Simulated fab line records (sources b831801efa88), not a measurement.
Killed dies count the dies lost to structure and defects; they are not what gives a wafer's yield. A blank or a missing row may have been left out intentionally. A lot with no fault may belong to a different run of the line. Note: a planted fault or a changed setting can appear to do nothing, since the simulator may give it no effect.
fab line records    flow sfq_line
[record] lots = 14  wafers = 42  last_day = 87
route steps=325 shown I1@84
lots untouched by any fault: they come from a run of this same line in which no faults occurred
start_h: start of the lot's first displayed wafer, in hours after the record's first day    wait_h: how many hours have passed since the lot's step before this one    " identical to the entry in the row above    L1.1+2: a row that stands for several wafers    - no value, or no start given    * or withheld: withheld    < > ~ a bound
route shown NAME@n: NAME is a module with steps in the file, n the number in the route of the first one    usual: the fault-free wafers' mean and standard deviation    same: alike in all rows    chamber/n: place in a boat    sites: each site's reading    _std_site: their standard deviation    _edge_site: the outer-site mean with the inner-site mean subtracted    radius_mm: how far each site lies from the wafer's centre    mask NAME#n: copy n    behind: the most recent tool/chamber to have shaped the wafer    hold: why the lot went on hold/how many hours it stayed there/how the hold came to an end    device: the transistor (n, p or np) that didn't switch    end of line: the same wafers' tests at the end of the route    step lacking rows: just its recipe    killed: at the first sort, the dies lost to defects and structure; wafer yield is something else    map: the dies of a wafer, with x for killed, . for not killed, _ for no die there
set.NAME: setting as actually run; set.NAME@STEP: the setting as run at that earlier step    model.NAME: the simulator's own value behind a step, which no gauge read
one table for each step of the route and one row for each wafer, over a sample of lots
services: when a tool's chamber went out of use (start_h, in hours from the record's first day, below 0 if earlier), for how many hours, and the reason
[[steps]]
[step SFQ_TRILAYER_I1_VIA_BARC_OPEN_VIA_ETCH_071]
[recipe] mask_material = PR  chemistry = O2  target_depth_nm = 125  target = BARC  source_w = 500  bias_w = 80  pressure_mtorr = 30  time_s = 41.7
[usual] bias_w = 80.03/0.25  drypump_motor_current_A = 5.8/0.51  oes_product_au = 0.686/0.0045
lot.wafer  tool         chamber  start_h  wait_h  bias_w  drypump_motor_current_A  oes_product_au  rf_hours_counter_h
L902.1     rie_diel-01  0        579.03   0.0     79.62   5.8                      0.677           50
L902.3     "            1        "        "       79.56   5.8                      0.683           11
L902.4     "            2        "        "       80.20   6.0                      0.687           10
L903.2     rie_diel-03  0        580.23   0.0     79.71   6.1                      0.680           7
L903.4     "            1        "        "       79.98   5.2                      0.681           6
L903.6     "            2        "        "       80.27   6.7                      0.686           -
L904.2     rie_diel-03  0        599.40   0.0     80.10   6.1                      0.686           7
L904.5     "            3        "        "       80.05   6.3                      0.683           -
L904.6     "            0        "        "       79.98   6.1                      0.687           -
L905.1     rie_diel-02  3        611.40   0.0     79.77   5.5                      0.696           2
L905.5     "            0        "        "       80.49   5.7                      0.684           -
L905.6     "            3        "        "       79.97   5.5                      0.680           -
L909.3     rie_diel-03  0        648.60   0.0     80.50   6.1                      0.692           8
L909.4     "            1        "        "       80.33   5.2                      0.688           8
L909.5     "            2        "        "       92.20   6.7                      0.687           -
L911.3     rie_diel-03  2        662.24   0.0     92.09   6.7                      0.689           8
L911.4     "            3        "        "       79.87   6.3                      0.686           4
L911.5     "            1        "        "       80.00   5.2                      0.684           -
L915.1     rie_diel-02  1        697.04   0.0     80.15   5.0                      0.692           1
L915.5     "            0        "        "       80.39   5.6                      0.679           -
L915.6     "            1        "        "       79.97   5.0                      0.694           -
L916.1     rie_diel-01  3        707.97   0.0     80.24   5.2                      0.687           8
L916.3     "            1        "        "       80.18   5.8                      0.683           12
L916.6     "            3        "        "       80.34   5.2                      0.682           -
L917.1     rie_diel-02  1        710.37   0.0     80.18   5.0                      0.691           1
L917.3     "            2        "        "       80.20   6.0                      0.694           6
L917.4     "            0        "        "       80.22   5.6                      0.695           32
L919.2     rie_diel-03  3        728.04   0.0     79.96   6.3                      0.685           5
L919.3     "            1        "        "       79.86   5.2                      0.680           9
L919.6     "            1        "        "       79.94   5.2                      0.689           -
L921.2     rie_diel-03  0        769.44   0.0     80.11   6.1                      0.688           10
L921.3     "            3        "        "       79.64   6.3                      0.686           5
L921.4     "            2        "        "       80.43   6.7                      0.681           9
L922.1     rie_diel-01  2        770.64   0.0     79.78   6.0                      0.680           12
L922.3     "            1        "        "       80.42   5.8                      0.682           13
L922.5     "            1        "        "       79.72   5.8                      0.682           -
L923.1     rie_diel-02  0        775.66   0.0     79.71   5.7                      0.685           33
L923.3     "            3        "        "       80.19   5.5                      0.690           4
L923.6     "            2        "        "       80.19   6.0                      0.688           -
L924.2     rie_diel-02  3        786.59   0.0     80.14   5.5                      0.669           4
L924.5     "            1        "        "       79.85   5.0                      0.683           -
L924.6     "            2        "        "       80.06   6.0                      0.685           -
[[services]]
tool         chamber  start_h  hours  kind
rie_diel-03  3        575.01   5.2    repair
rie_diel-03  3        609.30   2.2    repair
rie_diel-01  2        613.79   11.0   repair
rie_diel-02  1        627.53   -      clean
rie_diel-02  1        627.53   19.0   scheduled_down
rie_diel-02  1        627.53   19.0   vent_cycle
rie_diel-02  0        634.64   4.2    repair
rie_diel-01  1        648.73   5.3    repair
rie_diel-02  2        665.90   5.3    repair
rie_diel-02  3        666.00   3.9    repair
rie_diel-02  2        678.14   3.0    repair
rie_diel-02  -        683.44   4.3    pm
rie_diel-01  2        727.50   11.3   repair
rie_diel-01  -        744.76   0.7    repair
rie_diel-02  2        751.22   9.7    repair
rie_diel-01  0        758.45   -      clean
rie_diel-01  0        758.45   23.2   scheduled_down
rie_diel-01  0        758.45   23.2   vent_cycle
rie_diel-01  2        775.77   6.1    repair
[[key]]
[first_sign] step = SFQ_TRILAYER_I1_VIA_BARC_OPEN_VIA_ETCH_071  reading = bias_w  direction = up  sigmas = 49  usual = 80.03  struck = 92.15
effect none on later readings
met_at SFQ_TRILAYER_I1_VIA_BARC_OPEN_VIA_ETCH_071
struck_lots L909,L911
struck_wafers L909.5,L911.3
onset_between 580.23 648.60
[fault] kind = process_parameter_drift  tool = rie_diel-03  chamber = 2  onset_h = 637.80  steps = SFQ_TRILAYER_I1_VIA_BARC_OPEN_VIA_ETCH_071  channel = bias_w  offset = 12.607  shape = step  end_h = 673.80  acts_in = these_recipes_only  stated = 80
